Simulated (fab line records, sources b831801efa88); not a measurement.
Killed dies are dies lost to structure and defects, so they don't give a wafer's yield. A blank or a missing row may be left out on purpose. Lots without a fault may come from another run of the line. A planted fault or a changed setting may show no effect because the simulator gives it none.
Which tool did it? | flow sky130 | 12 lots, 36 wafers sampled, at 3 steps of a route of 708

WHAT THE GAUGES READ, wafer by wafer
SKY_LDD_P_TW_MEAS_11.
lot  | measured     | on            | LDD_P_TW
L369 | day 19 01:52 | film_metro-03 | 647 644 649
L370 | day 19 16:20 | film_metro-01 | 639 638 643
L372 | day 19 15:51 | film_metro-01 | 642 641 646
L374 | day 20 08:00 | film_metro-03 | 644 646 647
L377 | day 21 18:44 | film_metro-03 | 651 649 646
L379 | day 22 23:26 | film_metro-03 | 649 647 648
L380 | day 23 19:39 | film_metro-02 | 637 639 638
L382 | day 23 23:35 | film_metro-01 | 551 549 546
L383 | day 24 08:08 | film_metro-02 | 554 556 556
L390 | day 26 19:17 | film_metro-02 | 638 640 636
L391 | day 27 01:59 | film_metro-03 | 653 649 647
L392 | day 27 09:38 | film_metro-02 | 638 635 637

WHICH TOOL RAN EACH LOT (tool, then ch and the chambers of the sampled wafers, then the start)
lot  | SKY_SONOS_ONO_ETCH_15              | SKY_LDD_P_IMPLANT_09
L369 | rie_diel-04 ch 1, day 12 08:47     | implanter-04 ch 0, day 19 01:37
L370 | rie_diel-01 ch 0,1,2, day 12 21:37 | implanter-01 ch 0, day 19 16:05
L372 | rie_diel-01 ch 1,2, day 13 05:58   | implanter-04 ch 0, day 19 15:36
L374 | rie_diel-01 ch 1,2,3, day 13 19:55 | implanter-01 ch 0, day 20 07:45
L377 | rie_diel-01 ch 0,1,3, day 15 00:08 | implanter-04 ch 0, day 21 18:30
L379 | rie_diel-03 ch 1,3, day 15 19:16   | implanter-01 ch 0, day 22 23:12
L380 | rie_diel-04 ch 0,1, day 16 22:13   | implanter-04 ch 0, day 23 19:26
L382 | rie_diel-01 ch 1,2,3, day 16 22:44 | implanter-01 ch 0, day 23 23:20
L383 | rie_diel-01 ch 0,1,2, day 17 09:26 | implanter-01 ch 0, day 24 07:53
L390 | rie_diel-03 ch 0,1,3, day 20 01:13 | implanter-04 ch 0, day 26 19:04
L391 | rie_diel-01 ch 0,1,2, day 20 08:07 | implanter-04 ch 0, day 27 01:46
L392 | rie_diel-01 ch 0,1,3, day 20 17:35 | implanter-04 ch 0, day 27 09:24
- SKY_SONOS_ONO_ETCH_15: etches the open film in CHF3/O2, target depth 19.52 nm, time 7.8 s.
- SKY_LDD_P_IMPLANT_09

WHAT THE TOOLS THEMSELVES READ (means of the sampled wafers that have a number; where no wafer has one, the mark that the record gives instead)
SKY_SONOS_ONO_ETCH_15.
lot  | tool        | drypump_motor_current_A (A) | oes_product_au (a.u.) | rf_fwd_power_W (W) | throttle_valve_pct (%)
L369 | rie_diel-04 | 6.8                         | 0.995                 | 590.8              | 8.824
L370 | rie_diel-01 | 6.0                         | 0.992                 | 590.5              | 8.826
L372 | rie_diel-01 | 5.9                         | 1.003                 | 589.3              | 8.820
L374 | rie_diel-01 | 5.7                         | 1.007                 | 588.8              | 8.837
L377 | rie_diel-01 | 5.8                         | 1.004                 | 591.9              | 8.829
L379 | rie_diel-03 | 6.3                         | 1.004                 | 586.3              | 8.821
L380 | rie_diel-04 | 6.5                         | 1.003                 | 591.4              | 8.823
L382 | rie_diel-01 | 5.7                         | 1.003                 | 591.0              | 8.818
L383 | rie_diel-01 | 6.0                         | 1.005                 | 591.5              | 8.832
L390 | rie_diel-03 | 5.9                         | 1.004                 | 586.5              | 8.834
L391 | rie_diel-01 | 6.0                         | 1.003                 | 590.5              | 8.831
L392 | rie_diel-01 | 5.8                         | 0.999                 | 590.7              | 8.816

SKY_LDD_P_IMPLANT_09.
lot  | tool         | dose_ions_cm2 | faraday_current_uA
L369 | implanter-04 | 1e+13         | 55.9
L370 | implanter-01 | 1e+13         | 56.5
L372 | implanter-04 | 1e+13         | 56.8
L374 | implanter-01 | 1e+13         | 56.8
L377 | implanter-04 | 1e+13         | 55.4
L379 | implanter-01 | 1e+13         | 56.6
L380 | implanter-04 | 1e+13         | 55.6
L382 | implanter-01 | 6e+12         | 35.5
L383 | implanter-01 | 6e+12         | 35.2
L390 | implanter-04 | 1e+13         | 57.8
L391 | implanter-04 | 1e+13         | 55.4
L392 | implanter-04 | 1e+13         | 57.6

THE ANSWER, worked out from the rows above alone
Rule: what is usual is taken from the lots themselves. Put in order of their means at a reading, lots are off if they are a third of the lots or fewer, leave a main group of 4 or more, and stand apart from it by a gap of 3 or more times the standard deviation of the main group's means; of several such gaps the widest counts. A main group whose means are all the same, to the digits that the tables above print for the reading, isn't used. A lot without any number at a reading at which 4 lots or more have one is off too. The other lots that the step has rows for count as sound. The gauges are gone through in route order, then the tools' own readings, and for those a lot's mean is taken as printed above. The first step at which some lot is off is used, and at that step the reading that is off furthest; a lot without a number counts as furthest.
Off: L382, L383, at SKY_LDD_P_TW_MEAS_11 (LDD_P_TW). The main group: mean 643, standard deviation 4.7.
A tool fits if, at a process step before that reading, it ran every lot that is off, and no sound lot after the first of them. The gauges at SKY_LDD_P_TW_MEAS_11 aren't tried: what is off there is off at SKY_LDD_P_IMPLANT_09 too, on other tools, and a gauge's error can't cause that. One fits: implanter-01 at SKY_LDD_P_IMPLANT_09. Its last sound lot is L379 (day 22 23:12), its first lot that is off L382 (day 23 23:20): a fault that began between those two fits.
The tool's own readings at SKY_LDD_P_IMPLANT_09 bear it out: on the lots that are off they differ by more than 5 times the standard deviation of the sound lots' means. dose_ions_cm2 reads 6e+12 there against 1e+13 on the sound lots; faraday_current_uA reads 35.4 there against 56.4 on the sound lots.

WHAT THE SIMULATOR HAD PUT IN
Process parameter drift: implanter-01, from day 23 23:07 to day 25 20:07, at SKY_LDD_P_IMPLANT_09. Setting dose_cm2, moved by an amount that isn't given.
Lots struck among those shown: L382, L383. The rule above found the same.
